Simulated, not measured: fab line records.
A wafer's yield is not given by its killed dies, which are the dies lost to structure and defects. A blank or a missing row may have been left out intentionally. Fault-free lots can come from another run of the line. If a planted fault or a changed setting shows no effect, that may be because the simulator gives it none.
Problem report in the 8D (eight disciplines) form, filled by code + flow sky130 + the parts of the form that need people (team, actions taken, sign-off) are left out

## 1. THE PROBLEM
LDD_N_TW at SKY_LDD_N_TW_MEAS_17 reads a mean of 3060 on 6 wafers of 2 lots; wafers without a fault read 2588 with a standard deviation of 29. Relative to the usual mean, that is a shift of +16 standard deviations.
Earliest sighting: wafer L416.1 on filmMetro-02 at day 22 19:23. Wafers with a number at this step in the record: 33, from 11 lots. Rule for "out" (also "out of limits"): further than 4 standard deviations from the usual mean. The other wafers with a number count as sound.

## 2. WHAT IT IS, AND WHAT IT ISN'T
| question                    | is                         | is not                                                                                 |
|-----------------------------|----------------------------|----------------------------------------------------------------------------------------|
| which readings at this step | LDD_N_TW                   | -                                                                                      |
| which lots                  | L416, L418                 | L403, L406, L407, L408, L410, L419, L422, L424, L426                                   |
| which wafers of those lots  | all that have a number     | -                                                                                      |
| read on which gauges        | filmMetro-02, filmMetro-03 | filmMetro-01                                                                           |
| when                        | from day 22 19:23          | up to then (15 sound wafers); but 12 sound wafers of L419, L422, L424, L426 came after |

## 3. THE SUSPECTS, EACH WITH WHAT RULES IT OUT
Counting: a tool stays on the suspect list if, at a process step up to the reading, it processed all lots that are out and no sound lot following the first of them.
- the gauge at SKY_LDD_N_TW_MEAS_17: ruled out. 2 gauges (filmMetro-02, filmMetro-03) read the wafers that are out.
- implanter-04 at SKY_LDD_N_IMPLANT_08: kept. All lots that are out passed through it, beginning with L416 at day 22 18:05, and no sound lot followed; its final sound lot before that point was L407 at day 19 13:53. Its own beamOnS, doseIonsCm2, faradayCurrentUA readings are out on those wafers.
The count leaves implanter-04 at SKY_LDD_N_IMPLANT_08.

## 4. THE CAUSE (what the simulator had put in)
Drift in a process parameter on implanter-04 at SKY_LDD_N_IMPLANT_08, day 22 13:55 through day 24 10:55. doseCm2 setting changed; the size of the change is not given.
After counting, this tool was the only one left.

## 5. THE EFFECT CHAIN, in route order
Each row: a reading whose mean over the struck wafers that have a number lies more than 3 standard deviations from the usual. Readings are gone through only where the record gives a usual standard deviation; hours: the median, over the lots, of the time from a lot's start at the first step in this table giving one to that lot's start at this step; sigmas: the change measured in usual standard deviations.
| hours | step                 | reading              | usual     | on struck wafers | change     | sigmas      |
|-------|----------------------|----------------------|-----------|------------------|------------|-------------|
| 0     | SKY_LDD_N_IMPLANT_08 | beamOnS              | 10.01 s   | 87.01            | +77.00     | +99 or more |
| 0     | SKY_LDD_N_IMPLANT_08 | doseIonsCm2          | 7.499e+13 | 9.338e+14        | +8.588e+14 | +99 or more |
| 0     | SKY_LDD_N_IMPLANT_08 | faradayCurrentUA     | 422       | 606              | +184       | +19         |
| 1     | SKY_LDD_N_STRIP_16   | stripTimeToEndpointS | 4.310 s   | 5.991            | +1.681     | +99 or more |
| 1     | SKY_LDD_N_TW_MEAS_17 | LDD_N_TW             | 2588      | 3060             | +472       | +16         |
The process steps in it:
- SKY_LDD_N_IMPLANT_08
- SKY_LDD_N_STRIP_16: strips in O2/N2.

## 6. WHAT WOULD HAVE CAUGHT IT SOONER
The first out-of-limits reading at a measuring or inspecting step in this record came at day 22 19:23, 5 hours after the fault's start at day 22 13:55.
At SKY_LDD_N_IMPLANT_08, the tool's own readings (beamOnS, doseIonsCm2, faradayCurrentUA) were out on each struck wafer the step has a row for, so an alarm limit on them would have fired on the first such wafer.
L418, from the lots that are out (2), started SKY_LDD_N_IMPLANT_08 on implanter-04 later than day 22 19:23. Putting the tool on hold at that point would have spared it.
